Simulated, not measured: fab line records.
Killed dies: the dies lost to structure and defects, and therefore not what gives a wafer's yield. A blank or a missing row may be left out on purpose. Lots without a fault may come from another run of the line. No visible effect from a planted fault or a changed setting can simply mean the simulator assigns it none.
Chamber matching / flow gf180mcu / 4 sister chambers for GF_V3_CMP_26 on cmp-01
The step polishes, stops on SiO2, t overpolish 15 s, target thk 0 nm. 8 wafers are shown with their chamber, then 7 later ones without.

== WAFERS WITH THEIR CHAMBER ==
wafer=L250.3; chamber=3; motor_current_A (A)=9.3; time_to_endpoint_s (s)=83
wafer=L250.4; chamber=2; motor_current_A (A)=9.7; time_to_endpoint_s (s)=86
wafer=L250.5; chamber=2; motor_current_A (A)=10.4; time_to_endpoint_s (s)=84
wafer=L261.1; chamber=1; motor_current_A (A)=11.2; time_to_endpoint_s (s)=83
wafer=L261.3; chamber=0; motor_current_A (A)=10.6; time_to_endpoint_s (s)=83
wafer=L261.5; chamber=3; motor_current_A (A)=9.7; time_to_endpoint_s (s)=81
wafer=L262.1; chamber=0; motor_current_A (A)=10.2; time_to_endpoint_s (s)=85
wafer=L262.3; chamber=1; motor_current_A (A)=12.2; time_to_endpoint_s (s)=83

== WAFERS WITH NO CHAMBER GIVEN ==
wafer=L262.5; motor_current_A (A)=10.7; time_to_endpoint_s (s)=87
wafer=L263.2; motor_current_A (A)=10.5; time_to_endpoint_s (s)=87
wafer=L263.3; motor_current_A (A)=9.9; time_to_endpoint_s (s)=85
wafer=L263.5; motor_current_A (A)=10.1; time_to_endpoint_s (s)=86
wafer=L267.2; motor_current_A (A)=10.7; time_to_endpoint_s (s)=86
wafer=L267.3; motor_current_A (A)=11.6; time_to_endpoint_s (s)=84
wafer=L267.4; motor_current_A (A)=10.7; time_to_endpoint_s (s)=84

== WHICH CHAMBER EACH WENT THROUGH ==
wafer=L262.5; from the rows above=can't be placed: 2 or 0 or 1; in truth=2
wafer=L263.2; from the rows above=can't be placed: 2 or 0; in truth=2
wafer=L263.3; from the rows above=can't be placed: 2 or 0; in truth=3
wafer=L263.5; from the rows above=can't be placed: 2 or 0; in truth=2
wafer=L267.2; from the rows above=can't be placed: 2 or 0 or 1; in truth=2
wafer=L267.3; from the rows above=can't be placed: 1 or 0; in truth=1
wafer=L267.4; from the rows above=can't be placed: 0 or 2 or 1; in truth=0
0 of 7 placed correctly. Cannot be placed on the basis of these rows: 7; the candidates contain the true chamber in 6. Placed wrongly: 0.
How it was worked out, from the rows above alone: a wafer's distance from a chamber is the root of the sum, over the readings, of the square of ((its reading less the chamber's mean) divided by the reading's scatter). If the next closest chamber is less than 2 further off than the closest, the wafer can't be placed; otherwise it belongs to the closest. A chamber's mean is the mean of its shown wafers. The scatter is the square root of a quotient: the sum, over the shown wafers, of each reading's squared deviation from its chamber's mean, divided by wafers minus chambers.
